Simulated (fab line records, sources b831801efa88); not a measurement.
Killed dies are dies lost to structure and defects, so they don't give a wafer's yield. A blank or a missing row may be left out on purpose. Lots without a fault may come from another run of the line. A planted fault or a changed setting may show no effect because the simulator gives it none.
Which tool did it? | flow sky130 | 15 lots, 45 wafers sampled, at 6 steps of a route of 708

WHAT THE GAUGES READ, wafer by wafer
SKY_VIA1_CD_MEAS_12: target cd 150 nm. Usual: cd_nm 150.3 nm, standard deviation 1.9.
lot  | measured     | on        | cd_nm (nm)        | flag
L244 | day 33 22:22 | cd_sem-02 | 152.4 151.8 150.0 |
L245 | day 34 08:40 | cd_sem-01 | 151.1 152.0 151.6 |
L246 | day 34 16:07 | cd_sem-02 | 150.7 150.0 148.8 |
L247 | day 35 05:05 | cd_sem-01 | 147.7 148.6 150.0 |
L248 | day 35 11:50 | cd_sem-01 | 146.8 147.5 147.7 |
L250 | day 35 22:29 | cd_sem-01 | 148.9 147.8 149.4 |
L249 | day 36 06:01 | cd_sem-02 | 147.1 148.5 149.5 |
L256 | day 38 08:19 | cd_sem-01 | 152.9 151.7 150.9 |
L259 | day 38 20:35 | cd_sem-02 | 150.4 151.8 152.4 |
L261 | day 39 12:28 | cd_sem-01 | 155.0 153.6 154.1 |
L260 | day 39 13:19 | cd_sem-01 | 149.5 150.0 150.1 |
L262 | day 39 17:11 | cd_sem-02 | 146.9 148.7 147.3 |
L264 | day 40 05:52 | cd_sem-01 | 153.3 152.0 151.3 |
L265 | day 40 08:13 | cd_sem-01 | 150.5 150.1 151.3 |
L266 | day 40 20:34 | cd_sem-01 | 147.0 147.7 149.7 |

SKY_VIA1_RS_MEAS_22: measures by four-point-probe. Usual: VIA1_W_RS 0.427 ohm/sq, standard deviation 0.0079.
lot  | measured     | on            | VIA1_W_RS (ohm/sq) | flag
L244 | day 33 23:22 | film_metro-02 | 0.422 0.423 0.423  |
L245 | day 34 09:39 | film_metro-03 | 0.428 0.424 0.430  |
L246 | day 34 17:06 | film_metro-03 | 0.430 0.435 0.431  |
L247 | day 35 06:07 | film_metro-04 | 0.464 0.462 0.461  | OFF
L248 | day 35 12:50 | film_metro-02 | 0.465 0.462 0.468  | OFF
L250 | day 35 23:29 | film_metro-02 | 0.473 0.470 0.469  | OFF
L249 | day 36 07:01 | film_metro-02 | 0.414 0.431 0.423  |
L256 | day 38 09:18 | film_metro-03 | 0.428 0.428 0.434  |
L259 | day 38 21:34 | film_metro-02 | 0.418 0.414 0.427  |
L261 | day 39 13:28 | film_metro-04 | 0.433 0.433 0.440  |
L260 | day 39 14:19 | film_metro-04 | 0.421 0.427 0.422  |
L262 | day 39 18:11 | film_metro-02 | 0.419 0.428 0.432  |
L264 | day 40 07:12 | film_metro-02 | 0.425 0.429 0.430  |
L265 | day 40 09:14 | film_metro-04 | 0.435 0.436 0.430  |
L266 | day 40 21:35 | film_metro-02 | 0.425 0.444 0.442  |

SKY_VIA1_THK_MEAS_23: measures by xrf. Usual: VIA1_W_THK 268 nm, standard deviation 5.3.
lot  | measured     | on            | VIA1_W_THK (nm) | flag
L244 | day 33 23:28 | film_metro-02 | 270 268 268     |
L245 | day 34 09:45 | film_metro-03 | 269 271 268     |
L246 | day 34 17:13 | film_metro-03 | 268 264 267     |
L247 | day 35 06:14 | film_metro-04 | 246 250 250     | OFF
L248 | day 35 12:56 | film_metro-02 | 246 247 245     | OFF
L250 | day 35 23:35 | film_metro-02 | 242 243 242     | OFF
L249 | day 36 07:08 | film_metro-02 | 275 266 272     |
L256 | day 38 09:25 | film_metro-03 | 267 269 264     |
L259 | day 38 21:40 | film_metro-02 | 273 276 267     |
L261 | day 39 13:35 | film_metro-04 | 264 265 263     |
L260 | day 39 14:25 | film_metro-04 | 273 268 272     |
L262 | day 39 18:17 | film_metro-02 | 269 265 261     |
L264 | day 40 07:19 | film_metro-02 | 268 266 265     |
L265 | day 40 09:20 | film_metro-04 | 263 264 267     |
L266 | day 40 21:43 | film_metro-02 | 270 257 259     |

WHICH TOOL RAN EACH LOT (tool, then ch and the chambers of the sampled wafers, then the start)
lot  | SKY_METAL1_ETCH_18                | SKY_METAL1_METAL_ETCH_19          | SKY_VIA1_CVD_21
L244 | rie_metal-01 ch 0, day 32 18:47   | rie_metal-01 ch 0, day 32 18:50   | cvd_w-01 ch 1, day 33 23:15
L245 | rie_metal-04 ch 0,1, day 33 04:35 | rie_metal-04 ch 0,1, day 33 04:39 | cvd_w-02 ch 0,1, day 34 09:33
L246 | rie_metal-01 ch 0,1, day 33 12:15 | rie_metal-01 ch 0,1, day 33 12:19 | cvd_w-02 ch 0,1, day 34 16:59
L247 | rie_metal-04 ch 1, day 34 01:09   | rie_metal-04 ch 1, day 34 01:13   | cvd_w-02 ch 0,1, day 35 06:00
L248 | rie_metal-04 ch 0,1, day 34 07:05 | rie_metal-04 ch 0,1, day 34 07:09 | cvd_w-02 ch 0,1, day 35 12:44
L250 | rie_metal-01 ch 0,1, day 34 19:13 | rie_metal-01 ch 0,1, day 34 19:17 | cvd_w-02 ch 1, day 35 23:22
L249 | rie_metal-04 ch 0,1, day 35 02:48 | rie_metal-04 ch 0,1, day 35 02:52 | cvd_w-01 ch 0,1, day 36 06:55
L256 | rie_metal-04 ch 0,1, day 37 05:09 | rie_metal-04 ch 0,1, day 37 05:13 | cvd_w-02 ch 0,1, day 38 09:12
L259 | rie_metal-01 ch 0,1, day 37 18:06 | rie_metal-01 ch 0,1, day 37 18:10 | cvd_w-01 ch 0,1, day 38 21:28
L261 | rie_metal-02 ch 0,1, day 38 10:24 | rie_metal-02 ch 0,1, day 38 10:28 | cvd_w-02 ch 0,1, day 39 13:23
L260 | rie_metal-01 ch 0, day 38 11:29   | rie_metal-01 ch 0, day 38 11:32   | cvd_w-01 ch 0,1, day 39 14:12
L262 | rie_metal-04 ch 0,1, day 38 15:30 | rie_metal-04 ch 0,1, day 38 15:34 | cvd_w-02 ch 0,1, day 39 18:04
L264 | rie_metal-04 ch 0,1, day 39 03:40 | rie_metal-04 ch 0,1, day 39 03:44 | cvd_w-02 ch 0,1, day 40 07:07
L265 | rie_metal-02 ch 0,1, day 39 06:44 | rie_metal-02 ch 0,1, day 39 06:47 | cvd_w-02 ch 0,1, day 40 09:07
L266 | rie_metal-02 ch 0,1, day 39 19:19 | rie_metal-02 ch 0,1, day 39 19:23 | cvd_w-02 ch 0,1, day 40 21:30
- SKY_METAL1_ETCH_18: etches BARC in N2/H2, stops on SiO2, time 45.9 s, target depth 60 nm.
- SKY_METAL1_METAL_ETCH_19: etches the open film in Cl2/BCl3, stops on SiO2, target depth 360 nm, time 78 s.
- SKY_VIA1_CVD_21: deposits W, target thk 270 nm, time 80.902 s.

WHAT THE TOOLS THEMSELVES READ (means of the sampled wafers that have a number; where no wafer has one, the mark that the record gives instead)
SKY_METAL1_ETCH_18. Usual: bias_w 100.0 W, standard deviation 0.31; drypump_motor_current_A 6.12 A, standard deviation 0.28; oes_product_au 0.854 a.u., standard deviation 0.005; throttle_valve_pct 13.225 %, standard deviation 0.009.
lot  | tool         | bias_w (W) | drypump_motor_current_A (A) | oes_product_au (a.u.) | throttle_valve_pct (%) | flag
L244 | rie_metal-01 | 99.5       | 5.60                        | 0.858                 | 13.223                 |
L245 | rie_metal-04 | 99.9       | 6.23                        | 0.855                 | 13.223                 |
L246 | rie_metal-01 | 100.0      | 6.04                        | 0.855                 | 13.225                 |
L247 | rie_metal-04 | 100.0      | 6.47                        | 0.852                 | 13.229                 |
L248 | rie_metal-04 | 100.1      | 6.24                        | 0.855                 | 13.217                 |
L250 | rie_metal-01 | 99.8       | 5.83                        | 0.855                 | 13.232                 |
L249 | rie_metal-04 | 99.8       | 6.37                        | 0.853                 | 13.228                 |
L256 | rie_metal-04 | 100.1      | 6.38                        | 0.854                 | 13.214                 |
L259 | rie_metal-01 | 99.9       | 6.06                        | 0.849                 | 13.218                 |
L261 | rie_metal-02 | 100.2      | 6.13                        | 0.853                 | 13.222                 |
L260 | rie_metal-01 | 99.8       | 5.60                        | 0.854                 | 13.231                 |
L262 | rie_metal-04 | 100.0      | 6.35                        | 0.855                 | 13.225                 |
L264 | rie_metal-04 | 100.0      | 6.25                        | 0.855                 | 13.232                 |
L265 | rie_metal-02 | 100.4      | 6.17                        | 0.855                 | 13.232                 |
L266 | rie_metal-02 | 100.0      | 6.11                        | 0.855                 | 13.227                 |

SKY_METAL1_METAL_ETCH_19. Usual: bias_w 48.49 W, standard deviation 0.13; drypump_motor_current_A 6.12 A, standard deviation 0.28; oes_product_au 0.854 a.u., standard deviation 0.0061; throttle_valve_pct 22.265 %, standard deviation 0.009.
lot  | tool         | bias_w (W) | drypump_motor_current_A (A) | oes_product_au (a.u.) | throttle_valve_pct (%) | flag
L244 | rie_metal-01 | 48.60      | 5.59                        | 0.865                 | 22.268                 |
L245 | rie_metal-04 | 48.41      | 6.24                        | 0.856                 | 22.267                 |
L246 | rie_metal-01 | 48.49      | 6.04                        | 0.853                 | 22.267                 |
L247 | rie_metal-04 | 48.57      | 6.51                        | 0.850                 | 22.266                 |
L248 | rie_metal-04 | 48.44      | 6.25                        | 0.854                 | 22.257                 |
L250 | rie_metal-01 | 48.54      | 5.83                        | 0.850                 | 22.260                 |
L249 | rie_metal-04 | 48.40      | 6.37                        | 0.854                 | 22.275                 |
L256 | rie_metal-04 | 48.37      | 6.37                        | 0.852                 | 22.265                 |
L259 | rie_metal-01 | 48.52      | 6.05                        | 0.853                 | 22.260                 |
L261 | rie_metal-02 | 48.54      | 6.12                        | 0.862                 | 22.250                 |
L260 | rie_metal-01 | 48.45      | 5.62                        | 0.847                 | 22.272                 |
L262 | rie_metal-04 | 48.45      | 6.36                        | 0.852                 | 22.268                 |
L264 | rie_metal-04 | 48.47      | 6.24                        | 0.862                 | 22.261                 |
L265 | rie_metal-02 | 48.43      | 6.15                        | 0.851                 | 22.272                 |
L266 | rie_metal-02 | 48.58      | 6.09                        | 0.851                 | 22.265                 |

SKY_VIA1_CVD_21. Usual: heater_power_w 849 W, standard deviation 65.
lot  | tool     | heater_power_w (W) | flag
L244 | cvd_w-01 | 827                |
L245 | cvd_w-02 | 908                |
L246 | cvd_w-02 | 904                |
L247 | cvd_w-02 | 844                |
L248 | cvd_w-02 | 915                |
L250 | cvd_w-02 | 950                |
L249 | cvd_w-01 | 823                |
L256 | cvd_w-02 | 902                |
L259 | cvd_w-01 | 845                |
L261 | cvd_w-02 | 846                |
L260 | cvd_w-01 | 850                |
L262 | cvd_w-02 | 795                |
L264 | cvd_w-02 | 836                |
L265 | cvd_w-02 | 837                |
L266 | cvd_w-02 | 846                |

THE ANSWER, worked out from the rows above alone
Rule: a lot is off if the mean of its wafers that have a number lies more than 3 standard deviations from the usual mean. A lot without any number at a reading at which 4 lots or more have one is off too. The other lots that the step has rows for count as sound. The gauges are gone through in route order, then the tools' own readings, and for those a lot's mean is taken as printed above. The first step at which some lot is off is used, and at that step the reading that is off furthest; a lot without a number counts as furthest.
Off: L247, L248, L250, at SKY_VIA1_RS_MEAS_22 (VIA1_W_RS).
A tool fits if, at a process step before that reading, it ran every lot that is off, and no sound lot after the first of them. The gauges at SKY_VIA1_RS_MEAS_22 are tried like those tools. None of those tried fits.

WHAT THE SIMULATOR HAD PUT IN
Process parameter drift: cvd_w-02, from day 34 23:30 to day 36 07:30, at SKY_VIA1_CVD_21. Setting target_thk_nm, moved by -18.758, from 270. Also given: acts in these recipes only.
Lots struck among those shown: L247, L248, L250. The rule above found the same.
